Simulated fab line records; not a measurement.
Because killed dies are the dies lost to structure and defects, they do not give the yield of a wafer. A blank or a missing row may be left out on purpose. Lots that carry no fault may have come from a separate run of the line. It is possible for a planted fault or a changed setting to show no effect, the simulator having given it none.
The tool behind it: which one?	flow gf180mcu	21 wafers sampled from 7 lots at 1 step of a route of 602

WHAT THE GAUGES READ, wafer by wafer
GF_NWELL_TW_MEAS_11.
lot	measured	on	NWELL_TW
L579	day 3 17:43	film metro-03	1581 1586 1579
L583	day 4 18:47	film metro-02	1601 1598 1602
L586	day 5 08:48	film metro-02	1598 1597 1598
L588	day 5 20:45	film metro-03	1594 1582 1581
L590	day 6 05:50	film metro-03	1584 1594 1581
L594	day 7 02:16	film metro-02	1595 1603 1593
L600	day 8 15:37	film metro-02	1611 1613 1610

TOOL THAT RAN EACH LOT (tool first, then ch and the chambers of the sampled wafers, then the start)
Record: no process step prior to these readings.

THE ANSWER, worked out from the rows above alone
Rule: usual is defined by the lots themselves. Put in order of their means at a reading, lots are off if they are a third of the lots or fewer, leave a main group of 4 or more, and stand apart from it by a gap of 3 or more times the standard deviation of the main group's means; of several such gaps the widest counts. Not used: any main group whose means are identical at the precision the tables above print for the reading. A lot without any number at a reading at which 4 lots or more have one is off too. All remaining lots with rows at the step are treated as sound.
No lot is off on any of the readings shown, so nothing can be concluded from this.

WHAT WAS PUT IN BY THE SIMULATOR
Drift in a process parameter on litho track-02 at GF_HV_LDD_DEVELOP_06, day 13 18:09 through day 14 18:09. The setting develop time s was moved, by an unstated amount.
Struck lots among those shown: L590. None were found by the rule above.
